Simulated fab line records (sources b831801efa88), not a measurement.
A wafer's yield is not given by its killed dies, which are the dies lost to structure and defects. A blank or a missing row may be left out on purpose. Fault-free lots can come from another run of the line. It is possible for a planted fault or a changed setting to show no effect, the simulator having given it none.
What tool caused it?	flow sky130	14 lots, 42 wafers sampled, at 4 steps of a route of 708

== WHAT EACH GAUGE READ, for each wafer ==
SKY_VIA1_OVL_MEAS_13. Usual: VIA1_OVL gives 3 nm (standard deviation 4.9).
lot	measured	on	VIA1_OVL (nm)	flag
L480	day 34 05:52	overlay-01	2 6 1	
L482	day 35 00:47	overlay-02	7 5 -1	
L485	day 35 11:14	overlay-01	9 4 12	
L486	day 36 03:34	overlay-01	5 14 14	
L488	day 36 10:08	overlay-02	5 6 -7	
L489	day 36 16:31	overlay-02	1 0 1	
L491	day 37 08:47	overlay-01	8 8 18	
L492	day 37 20:52	overlay-01	-11 9 1	
L495	day 38 13:07	overlay-01	-4 6 3	
L496	day 38 22:35	overlay-02	7 3 10	
L498	day 39 22:23	overlay-01	3 3 5	
L501	day 40 10:05	overlay-02	-6 0 -4	
L502	day 40 15:22	overlay-01	3 1 1	
L503	day 41 00:59	overlay-02	6 5 -2	

SKY_METAL2_RS_MEAS_05: the measuring method here is four-point-probe. Usual: METAL2_ALCU_RS gives 0.1267 ohm/sq (standard deviation 0.0012).
lot	measured	on	METAL2_ALCU_RS (ohm/sq)	flag
L480	day 34 07:23	filmMetro-01	0.1259 0.1272 0.1246	
L482	day 35 02:21	filmMetro-04	0.1254 0.1254 0.1263	
L485	day 35 12:44	filmMetro-04	0.1265 0.1271 0.1261	
L486	day 36 05:05	filmMetro-01	0.1261 0.1272 0.1267	
L488	day 36 11:37	filmMetro-04	0.1262 0.1261 0.1259	
L489	day 36 18:01	filmMetro-01	0.1257 0.1263 0.1261	
L491	day 37 10:25	filmMetro-04	0.1249 0.1268 0.1262	
L492	day 37 22:27	filmMetro-01	0.1249 0.1273 0.1260	
L498	day 39 23:53	filmMetro-01	0.1282 0.1263 0.1279	
L501	day 40 11:37	filmMetro-01	0.1281 0.1274 0.1276	
L502	day 40 16:53	filmMetro-02	0.1296 0.1292 0.1297	
L503	day 41 02:28	filmMetro-01	0.1277 0.1257 0.1284	

== WHAT TOOL EACH LOT RAN ON (gives the tool, then ch and the chambers of the sampled wafers, and finally the start) ==
lot	SKY_VIA1_CMP_24	SKY_METAL2_SPUTTER_01
L480	cmp-01 ch 1,2, day 34 06:55	pvdSputter-03, day 34 07:14
L482	cmp-01 ch 1,3, day 35 01:52	pvdSputter-04, day 35 02:12
L485	cmp-01 ch 0,3, day 35 12:17	pvdSputter-01, day 35 12:36
L486	cmp-02 ch 1,2,3, day 36 04:40	pvdSputter-03, day 36 04:56
L488	cmp-02 ch 0,1,2, day 36 11:14	pvdSputter-01, day 36 11:30
L489	cmp-02 ch 0,2,3, day 36 17:34	pvdSputter-01, day 36 17:53
L491	cmp-02 ch 2,3, day 37 09:59	pvdSputter-03, day 37 10:18
L492	cmp-02 ch 2,3, day 37 22:04	pvdSputter-01, day 37 22:20
L495	cmp-02 ch 1,2, day 38 14:14	-
L496	cmp-01 ch 0,1,3, day 38 23:38	-
L498	cmp-01 ch 0,1,3, day 39 23:29	pvdSputter-01, day 39 23:46
L501	cmp-01 ch 0,2, day 40 11:08	pvdSputter-04, day 40 11:27
L502	cmp-02 ch 0,3, day 40 16:25	pvdSputter-01, day 40 16:44
L503	cmp-02 ch 0,3, day 41 02:02	pvdSputter-03, day 41 02:21
- SKY_VIA1_CMP_24: polishes, stops on SiO2, t overpolish 15 s, target thk 0 nm.
- SKY_METAL2_SPUTTER_01: material TiN, target thk 20 nm, time 16.7 s.

== WHAT THE TOOLS THEMSELVES READ (means of the sampled wafers that have a number; where no wafer has one, the mark that the record gives instead) ==
SKY_VIA1_CMP_24. Usual: edgeZonePressureFrac 0.999, standard deviation 0.0051; headPressurePsi 3.499 psi, standard deviation 0.0077; motorCurrentA 10.9 A, standard deviation 1.1; overpolishRunS 14.999 s, standard deviation 0.0088; timeToEndpointS 64 s, standard deviation 3.8.
lot	tool	edgeZonePressureFrac	headPressurePsi (psi)	motorCurrentA (A)	overpolishRunS (s)	timeToEndpointS (s)	flag
L480	cmp-01	0.994	3.502	10.7	15.004	64	
L482	cmp-01	0.997	3.494	11.2	15.007	59	
L485	cmp-01	1.000	3.506	12.1	14.992	64	
L486	cmp-02	0.994	3.498	10.3	14.997	65	
L488	cmp-02	1.000	3.497	10.3	14.989	64	
L489	cmp-02	1.001	3.489	10.1	14.999	63	
L491	cmp-02	1.002	3.498	10.2	15.005	62	
L492	cmp-02	0.996	3.504	10.7	15.001	65	
L495	cmp-02	-	-	-	-	-	OFF
L496	cmp-01	-	-	-	-	-	OFF
L498	cmp-01	1.002	3.489	11.6	14.999	60	
L501	cmp-01	1.006	3.497	11.8	14.994	60	
L502	cmp-02	1.003	3.500	10.7	15.004	59	
L503	cmp-02	1.000	3.506	10.0	14.999	67	

SKY_METAL2_SPUTTER_01. Usual: cathodeDcPowerW 6499.8 W, standard deviation 1.1; throttleValvePct 30.3 %, standard deviation 0.96.
lot	tool	cathodeDcPowerW (W)	throttleValvePct (%)	flag
L480	pvdSputter-03	6498.7	30.0	
L482	pvdSputter-04	6499.9	30.5	
L485	pvdSputter-01	6500.5	30.5	
L486	pvdSputter-03	6499.7	29.6	
L488	pvdSputter-01	6498.9	31.0	
L489	pvdSputter-01	6500.2	30.6	
L491	pvdSputter-03	6499.0	29.5	
L492	pvdSputter-01	6500.6	31.7	
L498	pvdSputter-01	6499.5	30.7	
L501	pvdSputter-04	6499.8	29.6	
L502	pvdSputter-01	6499.8	30.7	
L503	pvdSputter-03	6500.0	29.6	

== THE ANSWER, worked out from the rows above alone ==
Rule: a lot is off if the mean of its wafers that have a number lies more than 3 standard deviations from the usual mean. A lot without any number at a reading at which 4 lots or more have one is off too. All remaining lots with rows at the step are treated as sound. First the gauges in route order, then the tools' own readings, where a lot's mean is used as printed above. The first step at which some lot is off is used, and at that step the reading that is off furthest; a lot without a number counts as furthest.
Off: L495, L496, at SKY_VIA1_CMP_24 (edgeZonePressureFrac). Without a number there: L495, L496.
A tool fits if, at that step or a process step before it, it ran every lot that is off, and no sound lot after the first of them. Of those tried, none fits.

== WHAT THE SIMULATOR HAD PUT IN ==
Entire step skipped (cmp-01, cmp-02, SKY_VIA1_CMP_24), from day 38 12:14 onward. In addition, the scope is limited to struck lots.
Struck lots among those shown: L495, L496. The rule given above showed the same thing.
